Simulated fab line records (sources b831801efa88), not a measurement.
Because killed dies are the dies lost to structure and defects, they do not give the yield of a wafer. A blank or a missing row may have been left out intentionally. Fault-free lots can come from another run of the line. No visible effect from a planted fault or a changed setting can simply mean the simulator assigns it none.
fab line records | flow sky130
record: lots: 13 wafers: 39 last-day: 49
route steps=708 shown SD_N@348 LI_CONTACT@364 PAD_OPEN@708
lots that met no fault: from a run of the same line without faults
start-h: hours from the record's first day to the start of the lot's first wafer shown | wait-h: time in hours since the lot's previous step | " identical to the entry in the row above | L1.1+2: a row that stands for several wafers | - no value present, or no start provided | * or withheld: withheld | < > ~ a bound
route shown NAME@n: NAME is a module with steps in the file, n the number in the route of the first one | usual: mean/standard deviation taken from wafers without a fault | same: alike in all rows | chamber/n: place in a boat | sites: the reading at each site | _std_site: standard deviation across them | _edge_site: mean of outer sites minus mean of inner sites | radius-mm: for every site, how far away it sits from the centre of the wafer | mask NAME#n: copy n | behind: the most recent tool/chamber to have shaped the wafer | hold: what put the lot on hold/how long, in hours/how the hold closed | device: the n, p or np transistor that did not switch | end of line: the route-end tests of the same wafers | a step without rows: its recipe alone | killed: at the first sort, the dies lost to defects and structure; wafer yield is something else | map: shows each die of a wafer: x if killed, . if not, _ if none is there
set.NAME: setting as actually run; set.NAME@STEP: the setting as run at that earlier step | model.NAME: the simulator's own value behind a step, which no gauge read
steps of the route over a sample of lots; a table a step, a row a wafer
services: a tool's chamber out of use, with start hour (start-h, from the record's first day; less than 0 if before it), hours out, and reason
== steps ==
step: SKY_SD_N_DEVELOP_06
recipe: resist: NOVOLAK developer: TMAH develop-time-s: 60 dev-temp-c: 23
usual: developer-temp-C: 22.97/0.099
columns lot.wafer tool chamber start-h wait-h developer-temp-C
L719.2 litho-track-03 0 692.97 0.1 23.07
L719.3 " 0 " " 22.90
L719.4 " 0 " " 22.93
L720.3 litho-track-02 0 697.28 0.1 22.95
L720.4 " 0 " " 23.03
L720.5 " 0 " " 22.94
L722.1 litho-track-04 0 708.61 0.1 23.10
L722.2 " 0 " " 23.04
L722.3 " 0 " " 23.19
L724.1 litho-track-02 0 725.73 0.1 22.84
L724.3 " 0 " " 22.99
L724.5 " 0 " " 22.88
L725.1 litho-track-04 0 735.36 0.1 22.94
L725.4 " 0 " " 22.91
L725.6 " 0 " " 23.01
L726.1 litho-track-03 0 743.74 0.1 23.00
L726.3 " 0 " " 22.93
L726.5 " 0 " " 23.06
L727.3 litho-track-03 0 750.14 0.1 22.94
L727.4 " 0 " " 23.09
L727.5 " 0 " " 22.85
L728.2 litho-track-04 0 763.44 0.1 23.09
L728.3 " 0 " " 23.03
L728.5 " 0 " " 22.93
L729.1 litho-track-03 0 764.99 0.1 22.89
L729.4 " 0 " " 22.91
L729.6 " 0 " " 22.99
L731.2 litho-track-04 0 774.74 0.1 22.84
L731.4 " 0 " " 22.92
L731.5 " 0 " " 23.03
L732.1 litho-track-03 0 780.14 0.1 23.11
L732.2 " 0 " " 22.99
L732.4 " 0 " " 23.07
L733.1 litho-track-04 0 787.01 0.1 20.69
L733.2 " 0 " " 20.53
L733.3 " 0 " " 20.50
L734.2 litho-track-04 0 799.59 0.1 20.75
L734.3 " 0 " " 20.84
L734.4 " 0 " " 20.64
step: SKY_SD_N_CD_MEAS_07
recipe: target-cd-nm: 380
usual: cd-nm: 380.3/2.8
columns lot.wafer tool chamber start-h wait-h cd-nm
L719.2 cd-sem-02 - 693.11 0.1 383.7
L719.3 " - " " 382.9
L719.4 " - " " 383.3
L720.3 cd-sem-01 - 697.42 0.1 381.5
L720.4 " - " " 384.7
L720.5 " - " " 381.9
L722.1 cd-sem-01 - 708.76 0.1 375.6
L722.2 " - " " 376.5
L722.3 " - " " 376.5
L724.1 cd-sem-01 - 725.93 0.2 380.6
L724.3 " - " " 377.9
L724.5 " - " " 381.2
L725.1 cd-sem-01 - 735.51 0.1 382.4
L725.4 " - " " 385.7
L725.6 " - " " 382.2
L726.1 cd-sem-01 - 743.89 0.1 378.9
L726.3 " - " " 378.1
L726.5 " - " " 377.8
L727.3 cd-sem-02 - 750.28 0.1 381.4
L727.4 " - " " 382.3
L727.5 " - " " 381.6
L728.2 cd-sem-02 - 763.58 0.1 382.0
L728.3 " - " " 379.0
L728.5 " - " " 381.0
L729.1 cd-sem-02 - 765.14 0.1 380.8
L729.4 " - " " 379.8
L729.6 " - " " 378.2
L731.2 cd-sem-01 - 774.88 0.1 385.3
L731.4 " - " " 380.0
L731.5 " - " " 377.9
L732.1 cd-sem-02 - 780.29 0.1 382.7
L732.2 " - " " 383.8
L732.4 " - " " 382.5
L733.1 cd-sem-02 - 787.16 0.1 385.6
L733.2 " - " " 386.8
L733.3 " - " " 386.8
L734.2 cd-sem-01 - 799.73 0.1 388.7
L734.3 " - " " 387.9
L734.4 " - " " 388.0
step: SKY_LI_CONTACT_CMP_02
recipe: material: PSG down-force-psi: 4 platen-rpm: 60 pad-velocity-m-s: 0.94248
usual: motor-current-A: 11.6/1 time-to-endpoint-s: 33.3/2.2
columns lot.wafer tool chamber start-h wait-h motor-current-A time-to-endpoint-s
L719.3 cmp-02 1 694.47 0.0 11.2 29.4
L719.2 " 3 " " 10.5 30.2
L719.4 " 0 " " 11.2 27.4
L720.3 cmp-01 3 698.76 0.0 11.1 31.6
L720.4 " 1 " " 11.5 35.0
L720.5 " 0 " " 13.2 35.2
L722.3 cmp-01 2 710.20 0.1 12.9 33.6
L722.1 " 3 " " 11.7 35.6
L722.2 " 0 " " 14.3 35.7
L724.1 cmp-02 1 727.44 0.1 11.3 35.1
L724.3 " 2 " " 10.2 32.3
L724.5 " 0 " " 11.2 33.6
L725.4 cmp-02 1 737.00 0.1 11.1 33.3
L725.1 " 2 " " 9.8 35.0
L725.6 " 0 " " 11.8 33.9
L726.1 cmp-02 0 745.53 0.3 11.0 34.5
L726.3 " 2 " " 10.1 32.6
L726.5 " 3 " " 11.0 32.8
L727.4 cmp-02 0 751.73 0.1 11.2 33.2
L727.3 " 1 " " 11.0 32.9
L727.5 " 3 " " 10.7 33.4
L728.3 cmp-02 1 765.05 0.1 11.7 34.6
L728.2 " 3 " " 10.8 35.7
L728.5 " 0 " " 10.4 37.3
L729.1 cmp-02 3 766.53 0.1 10.9 32.5
L729.4 " 0 " " 11.3 32.9
L729.6 " 3 " " 11.2 32.0
L731.4 cmp-02 2 776.31 0.1 10.2 33.0
L731.2 " 0 " " 11.7 35.4
L731.5 " 2 " " 10.3 34.2
L732.1 cmp-02 0 781.83 0.1 11.6 37.5
L732.4 " 1 " " 11.3 36.5
L732.2 " 2 " " 10.1 35.5
L733.2 cmp-02 3 788.54 0.0 11.3 29.6
L733.1 " 0 " " 11.3 33.4
L733.3 " 2 " " 10.2 33.6
L734.3 cmp-02 1 801.10 0.0 10.8 35.0
L734.4 " 2 " " 10.2 35.5
L734.2 " 0 " " 11.3 37.3
step: SKY_LI_CONTACT_RS_MEAS_22
recipe: thk-meas-gauge: four-point-probe reads: W_of_LI_CONTACT_CVD_21+TiN_of_LI_CONTACT_SPUTTER_20+Ti_of_LI_CONTACT_SPUTTER_19
usual: LI_CONTACT_W_RS: 0.284/0.0031
columns lot.wafer tool chamber start-h wait-h LI_CONTACT_W_RS[ohm/sq]
L719.2 film-metro-03 - 723.90 0.2 0.287
L719.3 " - " " 0.286
L719.4 " - " " 0.284
L720.3 film-metro-02 - 727.95 0.1 0.285
L720.4 " - " " 0.287
L720.5 " - " " 0.285
L722.1 film-metro-01 - 739.36 0.1 0.286
L722.2 " - " " 0.285
L722.3 " - " " 0.283
L724.1 film-metro-01 - 756.89 0.1 0.282
L724.3 " - " " 0.283
L724.5 " - " " 0.281
L725.1 film-metro-03 - 765.66 0.1 0.286
L725.4 " - " " 0.285
L725.6 " - " " 0.285
L726.1 film-metro-02 - 773.82 0.1 0.288
L726.3 " - " " 0.280
L726.5 " - " " 0.277
L727.3 film-metro-01 - 779.94 0.1 0.280
L727.4 " - " " 0.286
L727.5 " - " " 0.283
L728.2 film-metro-01 - 793.56 0.1 0.286
L728.3 " - " " 0.283
L728.5 " - " " 0.282
L729.1 film-metro-03 - 794.33 0.1 0.287
L729.4 " - " " 0.289
L729.6 " - " " 0.286
L731.2 film-metro-03 - 804.77 0.1 0.285
L731.4 " - " " 0.284
L731.5 " - " " 0.285
L732.1 film-metro-02 - 809.66 0.1 0.287
L732.2 " - " " 0.285
L732.4 " - " " 0.283
L733.1 film-metro-03 - 816.07 0.1 0.287
L733.2 " - " " 0.285
L733.3 " - " " 0.283
L734.2 film-metro-01 - 828.54 0.1 0.282
L734.3 " - " " 0.281
L734.4 " - " " 0.278
step: SKY_LI_CONTACT_CMP_24
recipe: stop-on: PSG t-overpolish-s: 20 down-force-psi: 3.5 platen-rpm: 60 target-thk-nm: 0 pad-velocity-m-s: 0.94248
usual: motor-current-A: 10.8/1 overpolish-run-s: 20.000/0.0098 time-to-endpoint-s: 98/3.8
columns lot.wafer tool chamber start-h wait-h motor-current-A overpolish-run-s time-to-endpoint-s
L719.3 cmp-01 1 724.06 0.0 10.7 20.007 100
L719.2 " 2 " " 12.3 20.000 97
L719.4 " 0 " " 12.5 20.005 98
L720.3 cmp-02 2 728.09 0.0 9.4 19.981 95
L720.4 " 1 " " 9.9 19.997 96
L720.5 " 3 " " 10.5 20.016 95
L722.3 cmp-02 2 739.63 0.1 8.9 20.009 98
L722.2 " 3 " " 9.8 19.999 98
L722.1 " 0 " " 10.6 19.999 97
L724.1 cmp-02 0 757.07 0.1 10.8 19.988 107
L724.3 " 2 " " 9.7 20.001 104
L724.5 " 0 " " 10.4 20.002 105
L725.1 cmp-01 1 765.84 0.1 10.8 20.020 97
L725.4 " 2 " " 12.2 20.013 94
L725.6 " 1 " " 10.6 20.003 99
L726.3 cmp-02 0 774.00 0.0 10.2 20.004 107
L726.1 " 3 " " 9.8 19.982 97
L726.5 " 1 " " 10.2 20.007 103
L727.3 cmp-02 1 780.13 0.1 10.9 19.990 102
L727.4 " 2 " " 9.8 19.989 93
L727.5 " 0 " " 10.5 20.008 98
L728.3 cmp-02 1 793.77 0.1 10.3 20.005 99
L728.2 " 2 " " 9.6 19.993 96
L728.5 " 1 " " 10.4 20.016 99
L729.1 cmp-01 2 794.61 0.1 12.4 20.003 95
L729.4 " 3 " " 10.6 20.004 89
L729.6 " 1 " " 10.7 20.024 95
L731.4 cmp-02 2 804.98 0.1 8.9 19.998 99
L731.2 " 3 " " 10.1 20.004 101
L731.5 " 1 " " 10.8 20.002 103
L732.2 cmp-01 1 809.84 0.0 10.5 20.002 95
L732.4 " 2 " " 12.3 20.004 96
L732.1 " 0 " " 12.7 20.013 94
L733.3 cmp-01 1 816.25 0.0 10.4 19.999 99
L733.1 " 2 " " 12.7 20.008 95
L733.2 " 0 " " 12.4 19.977 95
L734.2 cmp-01 3 828.70 0.0 11.0 19.988 93
L734.4 " 0 " " 13.0 20.008 95
L734.3 " 2 " " 13.1 20.001 95
step: SKY_PAD_OPEN_PROBE_99
usual: killed_at_M0_to_M3: 43/7.1 killed_at_M4_up: 3.3/2 killed-at-contacts: 24/5.1 killed-at-front-end: 15/4.6 killed-at-other: 0.3/0.6 killed-dies: 86/9.6 killed-on-rim: 17/3.8 killed-open: 46/7.3 killed-short: 39/6.7
same: gross-dies: 492 killed-at-back-side: 0
columns lot.wafer tool chamber start-h wait-h killed_at_M0_to_M3 killed_at_M4_up killed-at-contacts killed-at-front-end killed-at-other killed-dies killed-on-rim killed-open killed-short
L720.3 prober-02 - 1115.15 0.2 47 5 26 12 0 90 17 44 46
L720.4 prober-02 - 1115.20 0.2 50 3 15 20 0 88 17 50 38
L720.5 prober-02 - 1115.25 0.2 41 2 28 12 0 83 16 50 33
L726.1 prober-02 - 1146.10 0.1 44 2 23 15 1 85 18 43 41
L729.1 prober-01 - 1162.14 0.1 43 2 33 12 2 92 22 55 35
L729.4 prober-01 - 1162.29 0.2 53 2 31 16 0 102 26 64 38
L729.6 prober-01 - 1162.39 0.2 37 1 27 16 0 81 15 46 35
L731.2 prober-01 - 1168.63 0.1 46 5 19 19 0 89 13 50 38
L731.4 prober-01 - 1168.73 0.2 45 8 18 16 0 87 15 39 47
L731.5 prober-01 - 1168.78 0.2 40 8 21 24 1 94 20 50 43
L733.1 prober-01 - 1177.83 0.1 37 4 23 8 0 72 19 39 33
L733.2 prober-01 - 1177.88 0.1 44 2 28 14 0 88 13 62 26
L733.3 prober-01 - 1177.93 0.2 40 1 32 19 0 92 19 54 38
L734.2 prober-02 - 1182.93 0.1 63 3 26 17 1 110 19 62 47
L734.3 prober-02 - 1182.98 0.2 44 5 23 19 1 92 20 44 47
L734.4 prober-02 - 1183.03 0.2 55 4 19 23 0 101 17 54 45
killed by level:class
L720.3 CONTACT:geometric-particle:open=11 METAL1:geometric-particle:short=8 VIA2:geometric-particle:open=7 METAL2:geometric-particle:short=7 POLY_GATE:geometric-particle:short=5 LI_CONTACT:geometric-particle:open=5 LOCAL_INTERCONNECT:geometric-particle:short=5 VIA1:geometric-particle:short=5
L720.4 VIA1:geometric-particle:open=16 FIELD_ISO:geometric-particle:open=6 VIA2:geometric-particle:open=6 CONTACT:geometric-particle:open=6 METAL2:geometric-particle:short=6 POLY_GATE:geometric-particle:short=5 VIA1:geometric-particle:short=5 VIA3:geometric-particle:open=5
L720.5 VIA1:geometric-particle:open=9 LI_CONTACT:geometric-particle:open=7 VIA2:geometric-particle:open=7 CONTACT:geometric-particle:open=7 CONTACT:geometric-particle:short=6 VIA3:geometric-particle:open=6 METAL1:geometric-particle:short=5 POLY_GATE:geometric-particle:short=4
L726.1 LOCAL_INTERCONNECT:geometric-particle:short=9 VIA1:geometric-particle:open=9 VIA2:geometric-particle:open=8 LI_CONTACT:geometric-particle:open=6 CONTACT:geometric-particle:open=6 VIA3:geometric-particle:short=6 FIELD_ISO:geometric-particle:open=4 METAL1:geometric-particle:short=4
L729.1 CONTACT:geometric-particle:open=15 VIA1:geometric-particle:open=10 VIA3:geometric-particle:open=8 LI_CONTACT:geometric-particle:open=7 METAL1:geometric-particle:short=7 POLY_GATE:geometric-particle:open=4 METAL2:geometric-particle:short=4 LOCAL_INTERCONNECT:geometric-particle:short=3
L729.4 CONTACT:geometric-particle:open=14 VIA1:geometric-particle:open=12 VIA3:geometric-particle:open=10 LI_CONTACT:geometric-particle:open=7 VIA2:geometric-particle:open=7 LOCAL_INTERCONNECT:geometric-particle:short=6 FIELD_ISO:geometric-particle:short=5 POLY_GATE:geometric-particle:open=5
L729.6 CONTACT:geometric-particle:open=11 LI_CONTACT:geometric-particle:open=8 VIA2:geometric-particle:short=7 VIA1:geometric-particle:open=7 VIA3:geometric-particle:short=6 FIELD_ISO:geometric-particle:open=5 POLY_GATE:geometric-particle:open=5 LOCAL_INTERCONNECT:geometric-particle:short=4
L731.2 VIA1:geometric-particle:open=19 CONTACT:geometric-particle:open=7 METAL2:geometric-particle:short=6 POLY_GATE:geometric-particle:open=5 CONTACT:geometric-particle:short=5 FIELD_ISO:geometric-particle:short=4 FIELD_ISO:geometric-particle:open=4 POLY_GATE:geometric-particle:short=4
L731.4 METAL2:geometric-particle:short=8 VIA1:geometric-particle:open=7 CONTACT:geometric-particle:open=7 LI_CONTACT:geometric-particle:open=6 METAL4:geometric-particle:short=6 POLY_GATE:geometric-particle:open=5 VIA1:geometric-particle:short=5 VIA3:geometric-particle:short=5
L731.5 VIA1:geometric-particle:open=11 VIA2:geometric-particle:open=9 POLY_GATE:geometric-particle:short=7 CONTACT:geometric-particle:open=7 FIELD_ISO:geometric-particle:short=5 FIELD_ISO:geometric-particle:open=5 LI_CONTACT:geometric-particle:open=5 METAL4:geometric-particle:short=5
L733.1 CONTACT:geometric-particle:open=9 VIA1:geometric-particle:open=7 VIA2:geometric-particle:open=7 VIA1:geometric-particle:short=5 LI_CONTACT:geometric-particle:open=4 FIELD_ISO:geometric-particle:short=3 LOCAL_INTERCONNECT:geometric-particle:open=3 CONTACT:geometric-particle:short=3
L733.2 CONTACT:geometric-particle:open=12 LI_CONTACT:geometric-particle:open=10 VIA1:geometric-particle:open=9 VIA3:geometric-particle:open=7 VIA2:geometric-particle:open=6 METAL2:geometric-particle:short=6 FIELD_ISO:geometric-particle:open=4 METAL3:geometric-particle:short=4
L733.3 CONTACT:geometric-particle:open=13 VIA1:geometric-particle:open=12 FIELD_ISO:geometric-particle:open=7 VIA3:geometric-particle:open=7 LI_CONTACT:geometric-particle:open=6 VIA1:geometric-particle:short=6 VIA2:geometric-particle:open=6 LOCAL_INTERCONNECT:geometric-particle:short=5
L734.2 VIA2:geometric-particle:open=15 METAL1:geometric-particle:short=11 LI_CONTACT:geometric-particle:open=10 VIA3:geometric-particle:open=7 CONTACT:geometric-particle:open=7 VIA2:geometric-particle:short=6 VIA1:geometric-particle:open=5 VIA1:geometric-particle:short=5
L734.3 CONTACT:geometric-particle:open=13 VIA1:geometric-particle:open=11 METAL2:geometric-particle:short=9 FIELD_ISO:geometric-particle:short=7 VIA2:geometric-particle:open=5 LI_CONTACT:geometric-particle:open=4 METAL2:geometric-particle:open=4 METAL1:geometric-particle:short=4
L734.4 VIA1:geometric-particle:open=16 VIA1:geometric-particle:short=9 VIA2:geometric-particle:open=6 CONTACT:geometric-particle:short=5 POLY_GATE:geometric-particle:open=5 METAL1:geometric-particle:short=5 METAL2:geometric-particle:short=5 VIA3:geometric-particle:open=5
== services ==
columns tool chamber start-h hours kind
cmp-02 - 705.30 5.1 pm
cmp-01 - 727.94 9.3 pm
cmp-01 - 737.24 8.0 pm
cmp-01 - 745.20 4.0 pm
cmp-01 - 749.20 - consumable-replace:conditioner
cmp-01 - 749.20 - consumable-replace:pad
cmp-02 - 762.45 1.9 repair
cmp-01 - 788.27 5.7 pm
== key ==
first-sign: step: SKY_SD_N_DEVELOP_06 reading: developer-temp-C direction: down sigmas: 23 usual: * struck: *
effect: step: SKY_SD_N_CD_MEAS_07 reading: cd-nm direction: up sigmas: 2.5 usual: 380.3 struck: 387.3
met-at SKY_SD_N_DEVELOP_06
struck-lots L733,L734
tester-left-out L733,L734
not-acting-at SKY_LI_CONTACT_CMP_02,SKY_LI_CONTACT_RS_MEAS_22,SKY_LI_CONTACT_CMP_24
onset-between 774.74 787.01
fault: kind: process-parameter-drift tool: litho-track-04 chamber: - onset-h: 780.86 steps: SKY_SD_N_DEVELOP_06 channel: dev-temp-c offset: * shape: step end-h: 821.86 acts-in: * stated: *
tester-left-out: of these lots the tester's yield and bins aren't shown, on N5 and GAA mostly nor the transistor test; their killed dies are dies lost to structure and defects alone, not to doping, threshold or leakage, so they don't give the yield
